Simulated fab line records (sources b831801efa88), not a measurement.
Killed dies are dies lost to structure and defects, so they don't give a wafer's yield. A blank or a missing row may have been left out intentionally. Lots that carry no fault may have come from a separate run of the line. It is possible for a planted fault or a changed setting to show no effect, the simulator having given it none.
Code-filled problem report in 8D (eight disciplines) form -- flow sky130 -- the parts of the form that need people (team, actions taken, sign-off) are left out

1. WHAT WENT WRONG
strip_time_to_endpoint_s at SKY_METAL2_STRIP_20 reads a mean of 3.218 s on 4 wafers of 2 lots; wafers without a fault read 2.688 s with a standard deviation of 0.026. That puts it +20 standard deviations away from the usual mean.
The step: strips in O2/N2.
Seen first at day 40 05:14 on plasma_asher-01, wafer L575.3. Wafers with a number at this step in the record: 42, from 14 lots. Rule for "out", or "out of limits": more than 4 standard deviations from the usual mean. All remaining wafers that have a number are taken as sound.

2. WHAT IT IS, AND WHAT IT ISN'T
question,is,is not
which readings at this step,strip_time_to_endpoint_s,"drypump_motor_current_A, o2_flow_sccm"
which lots,"L575, L578","L559, L562, L564, L566, L567, L568, L570, L574, L579, L580, L581, L582"
which wafers of those lots,"L575.3, L575.6, L578.1, L578.6","L575.4, L578.2"
read on which tools,"plasma_asher-01, plasma_asher-04",plasma_asher-03
when,from day 40 05:14,"up to then (25 sound wafers); but 13 sound wafers of L578, L579, L580, L581, L582 came after"

3. THE SUSPECTS, EACH WITH WHAT RULES IT OUT
Counting: any tool at a process step up to the reading remains a suspect provided it ran every lot that is out. Sound lots after the first of them don't rule it out here, since some wafers of a struck lot are sound.
- rie_metal-02 at SKY_METAL2_METAL_ETCH_19 (etches the open film in Cl2/BCl3, stops on SiO2, target depth 360 nm, time 78 s): kept. Every lot that is out went through it, the first being L575 (day 40 05:08); the last sound lot it ran before that was L570 (day 38 17:04).
- Within rie_metal-02 at SKY_METAL2_METAL_ETCH_19: the wafers that are out ran in chamber 1; their sound lot-mates ran in chamber 0.
Left after counting: rie_metal-02 at SKY_METAL2_METAL_ETCH_19.

4. THE CAUSE (what the simulator had put in)
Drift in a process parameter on rie_metal-02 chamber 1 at SKY_METAL2_METAL_ETCH_19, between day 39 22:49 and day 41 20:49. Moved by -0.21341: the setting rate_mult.
Counting left only this tool.

5. SEQUENCE OF EFFECTS, ordered by route
One row per reading whose mean, taken over the struck wafers that have a number, lies over 3 standard deviations from the usual. Readings are gone through only where the record gives a usual standard deviation; hours: the median, over the lots, of the time from a lot's start at the first step in this table giving one to that lot's start at this step; sigmas: the change measured in usual standard deviations.
hours,step,reading,usual,on struck wafers,change,sigmas
0,SKY_METAL2_STRIP_20,oes_product_au,0.343 a.u.,0.365,+0.022,+4.8
0,SKY_METAL2_STRIP_20,strip_time_to_endpoint_s,2.688 s,3.218,+0.530,+20
Process steps it contains:
- SKY_METAL2_STRIP_20: strips in O2/N2.
At these later measuring or inspecting steps, every struck wafer for which the step has a row has a number for every such reading, and none has moved that far: SKY_VIA2_BOW_MEAS_03.

6. WHAT WOULD HAVE CAUGHT IT SOONER
First out-of-limits reading in this record: day 40 05:14, which is 6 hours after fault onset at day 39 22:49.
No tool reading at SKY_METAL2_METAL_ETCH_19 that has a usual standard deviation in the record was out on any struck wafer, so an alarm limit of 4 standard deviations on those readings would not have fired.
Among the 2 lots that are out, L578 began SKY_METAL2_METAL_ETCH_19 on rie_metal-02 after day 40 05:14. Had the tool been put on hold then, it would have been spared.
